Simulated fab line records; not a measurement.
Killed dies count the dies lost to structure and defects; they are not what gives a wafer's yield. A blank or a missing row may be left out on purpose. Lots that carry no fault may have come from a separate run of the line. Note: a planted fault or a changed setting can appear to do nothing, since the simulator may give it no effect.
Matching of chambers || flow sky130 || SKY_VIA1_ETCH_15 on rie diel-03: 4 sister chambers
The step etches SiO2 in C4F8/O2/Ar, stops on TiN, target depth 351 nm, time 54 s. 18 wafers are shown with their chamber, then 9 later ones without.

WAFERS WITH THEIR CHAMBER
{"wafer": "L074.2", "chamber": 0, "oes product au (a.u.)": 0.981}
{"wafer": "L074.4", "chamber": 1, "oes product au (a.u.)": 0.976}
{"wafer": "L074.6", "chamber": 0, "oes product au (a.u.)": 0.986}
{"wafer": "L075.1", "chamber": 1, "oes product au (a.u.)": 0.976}
{"wafer": "L075.2", "chamber": 0, "oes product au (a.u.)": 0.987}
{"wafer": "L075.4", "chamber": 2, "oes product au (a.u.)": 0.982}
{"wafer": "L082.1", "chamber": 3, "oes product au (a.u.)": 0.976}
{"wafer": "L082.4", "chamber": 1, "oes product au (a.u.)": 0.982}
{"wafer": "L082.6", "chamber": 3, "oes product au (a.u.)": 0.985}
{"wafer": "L085.2", "chamber": 2, "oes product au (a.u.)": 0.978}
{"wafer": "L085.5", "chamber": 0, "oes product au (a.u.)": 0.998}
{"wafer": "L085.6", "chamber": 3, "oes product au (a.u.)": 0.983}
{"wafer": "L088.1", "chamber": 0, "oes product au (a.u.)": 0.982}
{"wafer": "L088.3", "chamber": 2, "oes product au (a.u.)": 0.982}
{"wafer": "L088.4", "chamber": 1, "oes product au (a.u.)": 0.976}
{"wafer": "L090.1", "chamber": 2, "oes product au (a.u.)": 0.980}
{"wafer": "L090.4", "chamber": 3, "oes product au (a.u.)": 0.977}
{"wafer": "L090.6", "chamber": 2, "oes product au (a.u.)": 0.962}

SIGNATURES (averages over the wafers above)
{"reading": "oes product au", "chamber 0": 0.98680, "chamber 1": 0.97750, "chamber 2": 0.97680, "chamber 3": 0.98025, "scatter within a chamber": 0.00629}
Rule: for a wafer and a chamber, the distance is found by dividing, reading by reading, the gap between the wafer's reading and the chamber's mean by the reading's scatter, squaring, summing and taking the root. The wafer belongs to the nearest chamber; if the next one is less than 2 further off, it can't be placed. The scatter: take each reading less its chamber's mean, square it, sum over the shown wafers, divide by the number of wafers less the number of chambers, and take the root.

WAFERS WITHOUT THEIR CHAMBER
{"wafer": "L092.1", "oes product au (a.u.)": 0.975}
{"wafer": "L092.3", "oes product au (a.u.)": 0.965}
{"wafer": "L092.4", "oes product au (a.u.)": 0.981}
{"wafer": "L095.1", "oes product au (a.u.)": 0.986}
{"wafer": "L095.2", "oes product au (a.u.)": 0.977}
{"wafer": "L095.5", "oes product au (a.u.)": 0.983}
{"wafer": "L097.2", "oes product au (a.u.)": 0.972}
{"wafer": "L097.4", "oes product au (a.u.)": 0.979}
{"wafer": "L097.6", "oes product au (a.u.)": 0.978}

CHAMBER TAKEN BY EACH
{"wafer": "L092.1", "from the rows above": "can't be placed: 2 or 1 or 3 or 0", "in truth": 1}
{"wafer": "L092.3", "from the rows above": "can't be placed: 2 or 1 or 3 or 0", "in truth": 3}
{"wafer": "L092.4", "from the rows above": "can't be placed: 3 or 1 or 2 or 0", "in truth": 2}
{"wafer": "L095.1", "from the rows above": "can't be placed: 0 or 3 or 1 or 2", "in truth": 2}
{"wafer": "L095.2", "from the rows above": "can't be placed: 2 or 1 or 3 or 0", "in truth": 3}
{"wafer": "L095.5", "from the rows above": "can't be placed: 3 or 0 or 1 or 2", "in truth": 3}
{"wafer": "L097.2", "from the rows above": "can't be placed: 2 or 1 or 3 or 0", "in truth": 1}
{"wafer": "L097.4", "from the rows above": "can't be placed: 3 or 1 or 2 or 0", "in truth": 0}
{"wafer": "L097.6", "from the rows above": "can't be placed: 1 or 2 or 3 or 0", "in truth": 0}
0 of 9 placed correctly. Cannot be placed on the basis of these rows: 9; the candidates contain the true chamber in 9. 0 placed wrongly.
